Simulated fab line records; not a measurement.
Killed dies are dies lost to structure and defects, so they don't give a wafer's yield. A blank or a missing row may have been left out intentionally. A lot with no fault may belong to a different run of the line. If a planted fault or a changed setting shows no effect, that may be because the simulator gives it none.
Problem report, 8D (eight disciplines) form, completed by code | flow gf180mcu | the parts of the form that need people (team, actions taken, sign-off) are left out

## 1. WHAT WENT WRONG
Wafers without a fault read 89.33 s, standard deviation 0.11; run_length_s at GF_V4_SOFTBAKE_10 reads a mean of 83.72 s on 6 wafers belonging to 2 lots. That is -51 standard deviations from the usual mean.
The step: time 60 s.
First observed at day 27 05:00: wafer L838.2, on litho_track-02. Wafers with a number at this step in the record: 36, from 12 lots. The rule behind "out" and "out of limits": a value lying over 4 standard deviations away from the usual mean. The rest of the wafers with a number are treated as sound.

## 2. WHAT IT IS, WHAT IT ISN'T
question                    | is                                 | is not
which readings at this step | run_length_s, heater_power_total_W | -
which lots                  | L838, L839                         | L829, L830, L831, L832, L833, L834, L835, L849, L850, L852
which wafers of those lots  | all that have a number             | -
read on which tools         | litho_track-02                     | litho_track-01, litho_track-04
when                        | from day 27 05:00                  | up to then (21 sound wafers); but 9 sound wafers of L849, L850, L852 came after

## 3. SUSPECTS, AND WHAT RULES EACH OUT
Counting: a tool at any process step up to the reading remains a suspect when it ran all the lots that are out and ran no sound lot after the first of those.
- plasma_asher-04 at GF_V3_STRIP_18 (strips in O2/N2): ruled out as a lasting fault. After its first lot that is out, L838 (day 25 19:04), sound lots L850 ran on it.
- pvd_sputter-03 at GF_M4_SPUTTER_03 (material Ti, target thk 10 nm, time 6.7 s): kept. It ran every lot that is out, first L838 (day 25 20:53), and no sound lot after that.
- litho_track-02 at GF_V4_SOFTBAKE_10 (time 60 s): kept. It processed each lot that is out, first L838 at day 27 05:00, and no sound lot thereafter; up to then, the last sound lot it processed was L834 at day 25 22:00. Out on those wafers are its own readings of heater_power_total_W, run_length_s.
After counting, pvd_sputter-03 at GF_M4_SPUTTER_03 and litho_track-02 at GF_V4_SOFTBAKE_10 remain.

## 4. THE CAUSE (what the simulator had put in)
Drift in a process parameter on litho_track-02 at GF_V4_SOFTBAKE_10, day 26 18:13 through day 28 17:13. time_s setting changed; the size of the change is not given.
2 suspects survive the count, and this tool is in that group.

## 5. THE EFFECT CHAIN, in route order
Each row: a reading where the mean over the struck wafers with a number is more than 3 standard deviations away from the usual. Only readings whose record carries a usual standard deviation are examined. hours: median over the lots of the time between each lot's start at the first step of this table that gives one and its start at this step. sigmas: the change, counted in usual standard deviations.
hours | step              | reading              | usual   | on struck wafers | change | sigmas
0     | GF_V4_SOFTBAKE_10 | heater_power_total_W | 93.05 W | 95.86            | +2.81  | +46
0     | GF_V4_SOFTBAKE_10 | run_length_s         | 89.33 s | 83.72            | -5.61  | -51
It contains these process steps:
- GF_V4_SOFTBAKE_10: time 60 s.

## 6. HOW IT WOULD HAVE BEEN CAUGHT EARLIER
First out-of-limits reading in this record: day 27 05:00, which is 11 hours after fault onset at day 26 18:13.
